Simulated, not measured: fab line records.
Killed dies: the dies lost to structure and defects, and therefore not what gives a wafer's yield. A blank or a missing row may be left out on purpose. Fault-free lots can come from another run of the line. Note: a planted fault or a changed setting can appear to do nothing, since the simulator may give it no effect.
Problem report in the 8D (eight disciplines) form, filled by code / flow sfqLine / the parts of the form that need people (team, actions taken, sign-off) are left out

1. THE PROBLEM
Mean of tubeCenterTempC at SFQ_TRILAYER_INCOMING_OXIDATION_002: 984 C across 6 wafers in 2 lots; on wafers with no fault it is 1000 C (standard deviation 0.091). So: -99 or more standard deviations from the usual mean.
The step: target thk 500 nm, ox time 4939 s.
Seen first at day 3 02:07 on furnace-02, wafer L487.2. The record has a number at this step for 42 wafers belonging to 14 lots. Rule for "out", or "out of limits": more than 4 standard deviations from the usual mean. Any other wafer with a number is counted as sound.

2. WHAT IT IS; WHAT IT IS NOT
question=which readings at this step | is=tubeCenterTempC, spikeTcBottomC, spikeTcCentreC, spikeTcLowerC, spikeTcTopC, spikeTcUpperC, tube_center_temp_C_max | is not=-
question=which lots | is=L487, L489 | is not=L479, L480, L481, L482, L484, L485, L494, L496, L498, L500, L501, L502
question=which wafers of those lots | is=all that have a number | is not=-
question=read on which tools | is=furnace-02 | is not=furnace-01
question=when | is=from day 3 02:07 | is not=up to then (18 sound wafers); but 18 sound wafers of L494, L496, L498, L500, L501, L502 came after

3. SUSPECTS, AND WHAT RULES EACH OUT
Counting: a tool at a process step up to the reading stays a suspect if it ran every lot that is out and no sound lot after the first of them.
- furnace-02 at SFQ_TRILAYER_INCOMING_OXIDATION_002 (target thk 500 nm, ox time 4939 s): ruled out as a lasting fault. Following L487 (day 3 02:07), the first lot on it that is out, the sound lots L501 were run on it.
Left after counting: nothing in the record.

4. THE CAUSE (what the simulator had put in)
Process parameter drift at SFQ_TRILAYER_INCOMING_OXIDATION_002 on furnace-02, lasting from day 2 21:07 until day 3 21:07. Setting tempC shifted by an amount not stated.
Counting ruled it out, wrongly.

5. THE CHAIN OF EFFECTS, in route order
Each row: a reading whose mean over the struck wafers that have a number lies more than 3 standard deviations from the usual. Readings are gone through only where the record gives a usual standard deviation; hours: the median, over the lots, of the time from a lot's start at the first step in this table giving one to that lot's start at this step; sigmas: the change measured in usual standard deviations.
hours=0; step=SFQ_TRILAYER_INCOMING_OXIDATION_002; reading=spikeTcBottomC; usual=1017.1 C; on struck wafers=1000.6; change=-16.5; sigmas=-14
hours=0; step=SFQ_TRILAYER_INCOMING_OXIDATION_002; reading=spikeTcCentreC; usual=999.9 C; on struck wafers=984.1; change=-15.8; sigmas=-14
hours=0; step=SFQ_TRILAYER_INCOMING_OXIDATION_002; reading=spikeTcLowerC; usual=1001.6 C; on struck wafers=985.5; change=-16.1; sigmas=-15
hours=0; step=SFQ_TRILAYER_INCOMING_OXIDATION_002; reading=spikeTcTopC; usual=1012.2 C; on struck wafers=997.8; change=-14.4; sigmas=-8.5
hours=0; step=SFQ_TRILAYER_INCOMING_OXIDATION_002; reading=spikeTcUpperC; usual=1000.0 C; on struck wafers=984.2; change=-15.8; sigmas=-14
hours=0; step=SFQ_TRILAYER_INCOMING_OXIDATION_002; reading=tubeCenterTempC; usual=1000 C; on struck wafers=984; change=-16; sigmas=-99 or more
hours=0; step=SFQ_TRILAYER_INCOMING_OXIDATION_002; reading=tube_center_temp_C_max; usual=1002.6; on struck wafers=986.5; change=-16.1; sigmas=-37
Here are the process steps it includes:
- SFQ_TRILAYER_INCOMING_OXIDATION_002: target thk 500 nm, ox time 4939 s.

6. HOW IT WOULD HAVE BEEN CAUGHT EARLIER
In this record the first reading out of limits was taken at day 3 02:07, 5 hours after the fault began at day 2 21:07.
